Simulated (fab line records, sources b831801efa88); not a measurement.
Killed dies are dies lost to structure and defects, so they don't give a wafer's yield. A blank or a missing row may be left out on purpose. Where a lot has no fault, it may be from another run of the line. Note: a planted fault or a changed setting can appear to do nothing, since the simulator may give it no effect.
Chamber matching | flow gf180mcu | 4 sister chambers for GF_POLY_GATE_ETCH_13 on rieSi-02
The step etches poly-Si in HBr/Cl2, stops on SiO2, target depth 198.5 nm, time 69.6 s. 8 wafers are shown with their chamber, then 7 later ones without.

## WAFERS, EACH WITH ITS CHAMBER
wafer  | chamber | drypumpMotorCurrentA (A) | chamberPressureMTorr (mTorr)
L515.6 | 1       | 5.4                      | 10.007
L517.2 | 3       | 6.3                      | 9.990
L517.4 | 2       | 5.8                      | 9.996
L518.1 | 3       | 6.4                      | 9.991
L518.3 | 0       | 5.5                      | 10.004
L518.4 | 2       | 5.8                      | 9.995
L523.1 | 1       | 5.3                      | 10.001
L523.2 | 0       | 5.5                      | 9.995

## WAFERS WHOSE CHAMBER IS MISSING
wafer  | drypumpMotorCurrentA (A) | chamberPressureMTorr (mTorr)
L523.6 | 5.8                      | 10.011
L527.1 | 5.4                      | 10.000
L527.4 | 5.8                      | 10.013
L527.5 | 5.5                      | 9.999
L528.1 | 5.8                      | 9.995
L528.3 | 6.4                      | 9.994
L528.5 | 5.5                      | 10.004

## WHICH CHAMBER EACH ONE RAN IN
wafer  | from the rows above     | in truth
L523.6 | 2                       | 2
L527.1 | can't be placed: 1 or 0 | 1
L527.4 | 2                       | 2
L527.5 | 0                       | 0
L528.1 | 2                       | 2
L528.3 | 3                       | 3
L528.5 | can't be placed: 0 or 1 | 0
5 of 7 placed correctly. Cannot be placed on the basis of these rows: 2; the candidates contain the true chamber in 2. 0 placed wrongly.
How it was worked out, from the rows above alone: a wafer's distance from a chamber is the root of the sum, over the readings, of the square of ((its reading less the chamber's mean) divided by the reading's scatter). If the next closest chamber is less than 2 further off than the closest, the wafer can't be placed; otherwise it belongs to the closest. A chamber's mean is the mean of its shown wafers. The scatter is the square root of a quotient: the sum, over the shown wafers, of each reading's squared deviation from its chamber's mean, divided by wafers minus chambers.
